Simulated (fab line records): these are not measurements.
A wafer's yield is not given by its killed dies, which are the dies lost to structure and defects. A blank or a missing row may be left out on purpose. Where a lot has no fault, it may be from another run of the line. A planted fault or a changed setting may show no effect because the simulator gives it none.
Which of the tools did it? ; flow gf180mcu ; 14 lots with 40 wafers sampled at 4 steps, on a route of 602 steps

## WHAT THE GAUGES SHOWED, per wafer
GF_M2_RS_MEAS_05: uses a four-point probe to measure.
lot;measured;on;M2_ALCU_RS (ohm/sq)
L260;day 18 06:08;film-metro-01;0.0693 0.0691 0.0695
L261;day 18 20:05;film-metro-03;0.0687 0.0686 0.0690
L262;day 19 02:31;film-metro-01;0.0684 0.0686 0.0689
L263;day 19 13:55;film-metro-01;0.0696 0.0695 0.0694
L264;day 19 23:14;film-metro-03;0.0687 0.0690 0.0686
L265;day 20 04:43;film-metro-03;0.0686 0.0688 0.0695
L266;day 20 19:28;film-metro-01;0.0696 0.0681 0.0694
L267;day 21 00:04;film-metro-03;0.0695 0.0692 0.0698
L268;day 21 05:24;film-metro-03;0.0678 0.0690 0.0685
L270;day 22 04:39;film-metro-01;0.0687 0.0688
L271;day 22 09:59;film-metro-03;0.0698 0.0690
L278;day 24 20:45;film-metro-03;0.0686 0.0687 0.0686
L279;day 25 03:28;film-metro-02;0.0708 0.0706 0.0703
L280;day 25 10:09;film-metro-03;0.0702 0.0695 0.0698

## WHAT TOOL EACH LOT RAN ON (gives the tool, then ch and the chambers of the sampled wafers, and finally the start)
lot;GF_POLY_GATE_ETCH_12;GF_HV_LDD_SOFTBAKE_27;GF_CONTACT_ETCH_16
L260;rie-diel-02 ch 1,2,3, day 9 07:40;litho-track-02 ch 0, day 11 06:36;rie-diel-02 ch 0,2,3, day 16 03:52
L261;rie-diel-02 ch 0,2, day 9 16:44;litho-track-01 ch 0, day 11 16:52;rie-diel-01 ch 1,3, day 16 17:13
L262;rie-diel-04 ch 0,3, day 9 21:32;litho-track-01 ch 0, day 11 21:35;rie-diel-01 ch 0,2,3, day 16 23:04
L263;rie-diel-04 ch 0,1,3, day 10 05:52;litho-track-03 ch 0, day 12 06:43;rie-diel-01 ch 0,1,2, day 17 10:16
L264;rie-diel-02 ch 0,1,3, day 10 12:46;litho-track-03 ch 0, day 12 14:43;rie-diel-01 ch 0,1,3, day 17 18:40
L265;rie-diel-02 ch 0,1,3, day 10 18:19;litho-track-01 ch 0, day 12 18:40;rie-diel-02 ch 1,3, day 17 22:55
L266;rie-diel-02 ch 1,2,3, day 11 02:14;litho-track-02 ch 0, day 13 07:26;rie-diel-02 ch 0,1,3, day 18 14:01
L267;rie-diel-04 ch 2,3, day 11 07:44;litho-track-03 ch 0, day 13 10:28;rie-diel-01 ch 0,1,3, day 18 19:31
L268;rie-diel-01 ch 0,1, day 11 11:19;litho-track-03 ch 0, day 13 14:08;rie-diel-01 ch 0,3, day 18 23:08
L270;rie-diel-02 ch 0,3, day 12 05:38;litho-track-03 ch 0, day 14 11:13;rie-diel-01 ch 0,3, day 19 23:55
L271;rie-diel-04 ch 2,3, day 12 12:25;litho-track-03 ch 0, day 14 18:37;rie-diel-01 ch 1,2, day 20 05:46
L278;rie-diel-01 ch 1,2,3, day 14 15:40;litho-track-02 ch 0, day 17 04:06;rie-diel-03 ch 1,2,3, day 22 19:49
L279;rie-diel-01 ch 0,2, day 14 20:43;litho-track-03 ch 0, day 17 07:28;rie-diel-02 ch 0,1, day 23 01:57
L280;rie-diel-01 ch 0,3, day 15 06:52;litho-track-02 ch 0, day 17 17:00;rie-diel-03 ch 0,2,3, day 23 09:46
- GF_POLY_GATE_ETCH_12: etches BARC in N2/H2.
- GF_HV_LDD_SOFTBAKE_27: time 60 s.
- GF_CONTACT_ETCH_16: etches BARC in N2/H2.

## WHAT THE TOOLS THEMSELVES READ (means of the sampled wafers that have a number; where no wafer has one, the mark that the record gives instead)
GF_POLY_GATE_ETCH_12.
lot;tool;drypump-motor-current-A (A);oes-product-au (a.u.);throttle-valve-pct (%)
L260;rie-diel-02;5.7;0.731;13.214
L261;rie-diel-02;4.9;0.738;13.220
L262;rie-diel-04;5.5;0.735;13.215
L263;rie-diel-04;5.7;0.742;13.217
L264;rie-diel-02;5.6;0.740;13.222
L265;rie-diel-02;5.5;0.733;13.212
L266;rie-diel-02;5.7;0.736;13.210
L267;rie-diel-04;5.7;0.734;13.213
L268;rie-diel-01;4.9;0.738;13.215
L270;rie-diel-02;5.3;0.734;13.221
L271;rie-diel-04;6.0;0.734;13.211
L278;rie-diel-01;5.7;0.734;13.212
L279;rie-diel-01;5.2;0.738;13.211
L280;rie-diel-01;5.4;0.735;13.209

GF_HV_LDD_SOFTBAKE_27.
lot;tool;exhaust-pa (Pa);heater-power-total-W (W);run-length-s (s)
L260;litho-track-02;45.3;56.61;88.85
L261;litho-track-01;44.0;56.61;88.69
L262;litho-track-01;44.3;56.62;88.74
L263;litho-track-03;45.3;56.61;88.92
L264;litho-track-03;44.6;56.59;88.91
L265;litho-track-01;45.0;56.62;88.65
L266;litho-track-02;45.9;56.61;88.81
L267;litho-track-03;45.4;56.60;88.94
L268;litho-track-03;44.6;56.54;88.87
L270;litho-track-03;45.0;56.57;90.70
L271;litho-track-03;46.1;56.64;90.57
L278;litho-track-02;44.4;56.61;88.96
L279;litho-track-03;43.9;56.65;88.89
L280;litho-track-02;44.2;56.60;88.95

GF_CONTACT_ETCH_16.
lot;tool;drypump-motor-current-A (A);oes-product-au (a.u.);throttle-valve-pct (%)
L260;rie-diel-02;5.3;0.856;13.225
L261;rie-diel-01;5.4;0.845;13.222
L262;rie-diel-01;5.7;0.851;13.224
L263;rie-diel-01;5.2;0.851;13.216
L264;rie-diel-01;5.4;0.849;13.227
L265;rie-diel-02;5.9;0.862;13.228
L266;rie-diel-02;5.5;0.859;13.218
L267;rie-diel-01;5.4;0.853;13.226
L268;rie-diel-01;5.4;0.857;13.225
L270;rie-diel-01;5.7;0.862;13.230
L271;rie-diel-01;5.4;0.851;13.236
L278;rie-diel-03;5.4;0.851;13.219
L279;rie-diel-02;5.5;0.853;13.227
L280;rie-diel-03;5.1;0.851;13.220

## THE ANSWER, worked out from the rows above alone
Rule: the lots themselves supply what counts as usual. The widest of any qualifying gaps counts: lots, ordered by their means at a reading, are off when they make up no more than a third of the lots, leave a main group of 4 or more, and stand apart from it by 3 or more times the standard deviation of that group's means. A main group is skipped when, at the precision printed for the reading in the tables above, its means are all equal. Also off: a lot with no number at a reading for which 4 or more lots have one. Where the step has rows for the other lots, those lots are counted as sound. After the gauges, taken in route order, come the tools' own readings; for these a lot's mean is taken, as printed above. The first step at which some lot is off is used, and at that step the reading that is off furthest; a lot without a number counts as furthest.
Off, at GF_HV_LDD_SOFTBAKE_27 on run-length-s: L270, L271. Mean 88.85 s and standard deviation 0.1 in the main group.
A tool fits if, at that step or a process step before it, it ran every lot that is off, and no sound lot after the first of them. None of those tried fits.

## WHAT HAD BEEN PUT IN BY THE SIMULATOR
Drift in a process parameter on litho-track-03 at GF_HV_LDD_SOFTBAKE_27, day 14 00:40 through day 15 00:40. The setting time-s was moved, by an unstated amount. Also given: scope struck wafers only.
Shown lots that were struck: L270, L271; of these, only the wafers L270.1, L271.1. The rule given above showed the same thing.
